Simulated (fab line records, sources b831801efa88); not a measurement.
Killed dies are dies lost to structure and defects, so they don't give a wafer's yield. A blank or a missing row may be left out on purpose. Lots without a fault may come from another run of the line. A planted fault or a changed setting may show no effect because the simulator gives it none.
Which tool did it? | flow sky130 | 24 lots, 72 wafers sampled, at 5 steps of a route of 708

WHAT THE GAUGES READ, wafer by wafer
SKY_VT_ADJUST_HVTP_CD_MEAS_07: target cd 380 nm. Usual: cd_nm 380.0 nm, standard deviation 2.5.
lot  | measured     | on        | cd_nm (nm)        | flag
L075 | day 7 05:14  | cd_sem-01 | 381.9 381.6 379.5 |
L078 | day 7 05:30  | cd_sem-01 | 385.1 384.0 383.0 |
L074 | day 7 06:09  | cd_sem-02 | 379.1 380.3 378.6 |
L076 | day 7 07:39  | cd_sem-01 | 379.8 382.3 381.0 |
L077 | day 7 09:15  | cd_sem-01 | 376.8 379.0 376.2 |
L079 | day 7 19:31  | cd_sem-01 | 376.0 378.3 377.5 |
L080 | day 7 20:05  | cd_sem-01 | 380.2 382.3 382.4 |
L081 | day 8 01:06  | cd_sem-01 | 381.1 378.3 378.4 |
L082 | day 8 07:32  | cd_sem-02 | 382.6 382.2 381.4 |
L083 | day 8 15:50  | cd_sem-02 | 377.7 377.9 377.4 |
L084 | day 8 18:56  | cd_sem-02 | 383.2 384.4 382.5 |
L085 | day 9 03:36  | cd_sem-02 | 377.6 378.8 376.6 |
L086 | day 9 05:47  | cd_sem-01 | 379.0 378.4 377.8 |
L087 | day 9 12:59  | cd_sem-02 | 384.9 384.1 381.4 |
L088 | day 9 21:25  | cd_sem-01 | 379.7 381.8 380.2 |
L089 | day 10 02:15 | cd_sem-02 | 381.8 380.6 380.4 |
L090 | day 10 07:06 | cd_sem-02 | 379.1 379.7 378.4 |
L091 | day 10 14:46 | cd_sem-01 | 381.3 378.7 380.9 |
L092 | day 11 00:33 | cd_sem-02 | 375.2 378.5 377.7 |
L093 | day 11 08:30 | cd_sem-01 | 378.9 380.8 378.0 |
L094 | day 11 13:43 | cd_sem-02 | 375.5 380.8 379.6 |
L095 | day 11 16:01 | cd_sem-01 | 379.6 380.3 380.4 |
L096 | day 12 01:59 | cd_sem-01 | 375.7 376.2 375.2 |
L097 | day 12 05:49 | cd_sem-02 | 380.7 383.2 380.5 |

SKY_LOCAL_INTERCONNECT_THK_MEAS_02: measures by xrf. Usual: LOCAL_INTERCONNECT_TIN_THK 101.4 nm, standard deviation 1.
lot  | measured     | on            | LOCAL_INTERCONNECT_TIN_THK (nm) | flag
L075 | day 30 23:38 | film_metro-02 | 100.7 102.8 101.0               |
L078 | day 31 00:40 | film_metro-02 | 103.8 104.1 103.3               |
L074 | day 31 06:01 | film_metro-04 | 103.0 102.3 101.5               |
L076 | day 31 05:25 | film_metro-04 | 101.0 100.3 101.0               |
L077 | day 31 09:50 | film_metro-02 | 100.4 99.5 100.7                |
L079 | day 31 18:50 | film_metro-02 | 103.1 101.3 103.4               |
L080 | day 31 18:13 | film_metro-04 | 102.1 101.0 100.8               |
L081 | day 31 22:53 | film_metro-02 | 101.6 100.7 100.4               |
L082 | day 32 07:58 | film_metro-04 | 101.6 100.6 102.3               |
L083 | day 32 19:32 | film_metro-03 | 103.5 102.9 103.8               |
L084 | day 33 03:25 | film_metro-02 | 101.1 101.6 101.8               |
L085 | day 33 04:44 | film_metro-02 | 101.8 101.8 102.0               |
L086 | day 33 15:10 | film_metro-02 | 101.0 101.6 101.9               |
L087 | day 33 19:58 | film_metro-03 | 101.4 101.5 102.0               |
L088 | day 34 01:06 | film_metro-03 | 101.4 101.2 101.4               |
L089 | day 34 11:23 | film_metro-03 | 102.3 102.0 102.3               |
L090 | day 34 21:17 | film_metro-04 | 100.5 100.2 100.0               |
L091 | day 35 01:56 | film_metro-04 | 100.5 101.2 101.2               |
L092 | day 35 10:23 | film_metro-04 | 100.2 101.8 100.7               |
L093 | day 35 17:19 | film_metro-03 | 100.3 100.6 100.2               |
L094 | day 36 05:13 | film_metro-04 | 100.3 101.2 100.7               |
L095 | day 36 10:43 | film_metro-04 | 101.3 101.0 101.1               |
L096 | day 36 12:25 | film_metro-04 | 100.3 100.5 102.2               |
L097 | day 36 21:31 | film_metro-02 | 99.9 99.6 99.2                  |

SKY_CONTACT_THK_MEAS_26: measures by xrf. Usual: CONTACT_W_THK 345 nm, standard deviation 6.7.
lot  | measured     | on            | CONTACT_W_THK (nm) | flag
L075 | day 33 07:45 | film_metro-03 | 342 346 350        |
L078 | day 33 08:52 | film_metro-01 | 347 340 346        |
L074 | day 33 15:07 | film_metro-01 | 351 351 349        |
L076 | day 33 14:58 | film_metro-04 | 354 348 352        |
L077 | day 33 17:35 | film_metro-04 | 352 347 353        |
L079 | day 34 02:50 | film_metro-04 | 361 349 357        |
L080 | day 34 01:49 | film_metro-01 | 332 341 331        |
L081 | day 34 06:44 | film_metro-03 | 354 341 349        |
L082 | day 34 17:34 | film_metro-03 | 349 343 355        |
L083 | day 35 03:09 | film_metro-01 | 344 341 334        |
L084 | day 35 10:47 | film_metro-03 | 341 345 339        |
L085 | day 35 11:52 | film_metro-01 | 346 343 346        |
L086 | day 35 22:59 | film_metro-03 | 336 343 339        |
L087 | day 36 04:09 | film_metro-03 | 349 345 352        |
L088 | day 36 09:13 | film_metro-03 | 341 339 334        |
L089 | day 36 17:40 | film_metro-04 | 357 355 356        |
L090 | day 37 04:11 | film_metro-03 | 342 335 338        |
L091 | day 37 09:08 | film_metro-03 | 340 342 339        |
L092 | day 37 15:53 | film_metro-03 | 342 342 342        |
L093 | day 37 23:03 | film_metro-04 | 348 355 346        |
L094 | day 38 11:59 | film_metro-01 | 333 335 332        |
L095 | day 38 16:35 | film_metro-01 | 338 333 345        |
L096 | day 38 18:21 | film_metro-03 | 340 337 338        |
L097 | day 39 03:17 | film_metro-03 | 340 343 345        |

WHICH TOOL RAN EACH LOT (tool, then ch and the chambers of the sampled wafers, then the start)
lot  | SKY_GATE_OXIDE_STRIP_13              | SKY_LOCAL_INTERCONNECT_ETCH_13
L075 | plasma_asher-03 ch 0,1, day 15 13:49 | rie_metal-01 ch 0,1, day 32 02:41
L078 | plasma_asher-02 ch 0,1, day 15 14:23 | rie_metal-04 ch 0,1, day 32 04:14
L074 | plasma_asher-03 ch 0,1, day 15 18:26 | rie_metal-04 ch 0,1, day 32 09:25
L076 | plasma_asher-02 ch 0, day 15 21:05   | rie_metal-01 ch 0,1, day 32 09:09
L077 | plasma_asher-02 ch 0,1, day 15 22:38 | rie_metal-02 ch 0,1, day 32 12:45
L079 | plasma_asher-02 ch 0,1, day 16 10:37 | rie_metal-04 ch 0,1, day 32 21:41
L080 | plasma_asher-03 ch 0,1, day 16 12:02 | rie_metal-01 ch 0,1, day 32 20:52
L081 | plasma_asher-03 ch 0,1, day 16 14:01 | rie_metal-01 ch 0,1, day 33 01:41
L082 | plasma_asher-03 ch 0,1, day 17 03:31 | rie_metal-01 ch 0,1, day 33 10:28
L083 | plasma_asher-04 ch 0,1, day 17 12:10 | rie_metal-02 ch 0,1, day 33 21:59
L084 | plasma_asher-04 ch 0,1, day 17 20:10 | rie_metal-02 ch 0,1, day 34 05:49
L085 | plasma_asher-03 ch 0, day 18 03:11   | rie_metal-04 ch 0,1, day 34 06:55
L086 | plasma_asher-02 ch 0,1, day 18 09:50 | rie_metal-02 ch 0,1, day 34 18:04
L087 | plasma_asher-02 ch 0,1, day 18 21:07 | rie_metal-01 ch 0,1, day 34 22:49
L088 | plasma_asher-04 ch 0,1, day 19 02:35 | rie_metal-02 ch 0,1, day 35 04:47
L089 | plasma_asher-04 ch 0,1, day 19 13:38 | rie_metal-02 ch 0,1, day 35 13:24
L090 | plasma_asher-02 ch 0,1, day 20 00:05 | rie_metal-02 ch 0,1, day 35 23:18
L091 | plasma_asher-04 ch 0,1, day 20 08:42 | rie_metal-02 ch 0,1, day 36 03:59
L092 | plasma_asher-04 ch 0,1, day 20 17:20 | rie_metal-01 ch 0,1, day 36 11:43
L093 | plasma_asher-04 ch 0,1, day 21 01:17 | rie_metal-02 ch 0,1, day 36 19:19
L094 | plasma_asher-02 ch 0,1, day 21 13:53 | rie_metal-01 ch 1, day 37 07:49
L095 | plasma_asher-02 ch 0,1, day 21 15:10 | rie_metal-01 ch 0,1, day 37 12:47
L096 | plasma_asher-02 ch 0,1, day 22 01:56 | rie_metal-02 ch 0,1, day 37 14:43
L097 | plasma_asher-03 ch 0,1, day 22 05:26 | rie_metal-01 ch 0, day 37 23:34
- SKY_GATE_OXIDE_STRIP_13: strips in O2/N2.
- SKY_LOCAL_INTERCONNECT_ETCH_13: etches BARC in N2/H2, stops on SiO2, time 45.9 s, target depth 60 nm.

WHAT THE TOOLS THEMSELVES READ (means of the sampled wafers that have a number; where no wafer has one, the mark that the record gives instead)
SKY_GATE_OXIDE_STRIP_13. Usual: drypump_motor_current_A 5.9 A, standard deviation 0.48; oes_product_au 0.716 a.u., standard deviation 0.0046; strip_time_to_endpoint_s 14.18 s, standard deviation 0.043.
lot  | tool            | drypump_motor_current_A (A) | oes_product_au (a.u.) | strip_time_to_endpoint_s (s) | flag
L075 | plasma_asher-03 | 5.5                         | 0.712                 | 14.21                        |
L078 | plasma_asher-02 | 5.8                         | 0.718                 | 14.25                        |
L074 | plasma_asher-03 | 5.5                         | 0.716                 | 14.19                        |
L076 | plasma_asher-02 | 5.4                         | 0.714                 | 14.16                        |
L077 | plasma_asher-02 | 5.8                         | 0.717                 | 14.16                        |
L079 | plasma_asher-02 | 5.6                         | 0.715                 | 14.16                        |
L080 | plasma_asher-03 | 5.5                         | 0.713                 | 14.17                        |
L081 | plasma_asher-03 | 5.6                         | 0.716                 | 14.17                        |
L082 | plasma_asher-03 | 5.5                         | 0.713                 | 14.19                        |
L083 | plasma_asher-04 | 6.5                         | 0.718                 | 14.14                        |
L084 | plasma_asher-04 | 6.6                         | 0.720                 | 14.21                        |
L085 | plasma_asher-03 | 5.5                         | 0.712                 | 14.18                        |
L086 | plasma_asher-02 | 5.9                         | 0.721                 | 14.24                        |
L087 | plasma_asher-02 | 5.6                         | 0.714                 | 14.10                        |
L088 | plasma_asher-04 | 6.6                         | 0.718                 | 14.21                        |
L089 | plasma_asher-04 | 6.6                         | 0.715                 | 14.19                        |
L090 | plasma_asher-02 | 5.6                         | 0.713                 | 14.12                        |
L091 | plasma_asher-04 | 6.5                         | 0.712                 | 14.19                        |
L092 | plasma_asher-04 | 6.5                         | 0.712                 | 14.20                        |
L093 | plasma_asher-04 | 6.5                         | 0.720                 | 14.11                        |
L094 | plasma_asher-02 | 5.7                         | 0.718                 | 14.20                        |
L095 | plasma_asher-02 | 5.8                         | 0.716                 | 14.22                        |
L096 | plasma_asher-02 | 5.6                         | 0.710                 | 14.17                        |
L097 | plasma_asher-03 | 5.5                         | 0.715                 | 14.24                        |

SKY_LOCAL_INTERCONNECT_ETCH_13. Usual: bias_w 99.99 W, standard deviation 0.28; drypump_motor_current_A 6.0 A, standard deviation 0.32; oes_product_au 0.855 a.u., standard deviation 0.0046; throttle_valve_pct 13.225 %, standard deviation 0.0098.
lot  | tool         | bias_w (W) | drypump_motor_current_A (A) | oes_product_au (a.u.) | throttle_valve_pct (%) | flag
L075 | rie_metal-01 | 99.75      | 6.3                         | 0.855                 | 13.234                 |
L078 | rie_metal-04 | 100.28     | 5.8                         | 0.857                 | 13.224                 |
L074 | rie_metal-04 | 99.83      | 5.8                         | 0.849                 | 13.224                 |
L076 | rie_metal-01 | 100.02     | 6.3                         | 0.856                 | 13.224                 |
L077 | rie_metal-02 | 100.13     | 5.7                         | 0.856                 | 13.222                 |
L079 | rie_metal-04 | 100.22     | 5.9                         | 0.855                 | 13.229                 |
L080 | rie_metal-01 | 100.14     | 6.3                         | 0.851                 | 13.225                 |
L081 | rie_metal-01 | 100.27     | 6.3                         | 0.858                 | 13.221                 |
L082 | rie_metal-01 | 99.90      | 6.4                         | 0.855                 | 13.217                 |
L083 | rie_metal-02 | 100.23     | 5.7                         | 0.855                 | 13.229                 |
L084 | rie_metal-02 | 99.87      | 5.6                         | 0.852                 | 13.229                 |
L085 | rie_metal-04 | 99.92      | 5.9                         | 0.853                 | 13.231                 |
L086 | rie_metal-02 | 100.11     | 5.6                         | 0.853                 | 13.229                 |
L087 | rie_metal-01 | 100.13     | 6.3                         | 0.856                 | 13.226                 |
L088 | rie_metal-02 | 99.92      | 5.6                         | 0.857                 | 13.222                 |
L089 | rie_metal-02 | 99.88      | 5.7                         | 0.856                 | 13.231                 |
L090 | rie_metal-02 | 100.08     | 5.7                         | 0.856                 | 13.234                 |
L091 | rie_metal-02 | 100.04     | 5.6                         | 0.860                 | 13.225                 |
L092 | rie_metal-01 | 99.99      | 6.4                         | 0.856                 | 13.217                 |
L093 | rie_metal-02 | 100.13     | 5.6                         | 0.854                 | 13.224                 |
L094 | rie_metal-01 | 99.76      | 6.3                         | 0.851                 | 13.231                 |
L095 | rie_metal-01 | 99.76      | 6.3                         | 0.859                 | 13.217                 |
L096 | rie_metal-02 | 99.77      | 5.6                         | 0.858                 | 13.219                 |
L097 | rie_metal-01 | 99.83      | 6.4                         | 0.850                 | 13.217                 |

THE ANSWER, worked out from the rows above alone
Rule: a lot is off if the mean of its wafers that have a number lies more than 3 standard deviations from the usual mean. A lot without any number at a reading at which 4 lots or more have one is off too. The other lots that the step has rows for count as sound. The gauges are gone through in route order, then the tools' own readings, and for those a lot's mean is taken as printed above. The first step at which some lot is off is used, and at that step the reading that is off furthest; a lot without a number counts as furthest.
No lot is off at any reading shown: from this, nothing can be told.

WHAT THE SIMULATOR HAD PUT IN
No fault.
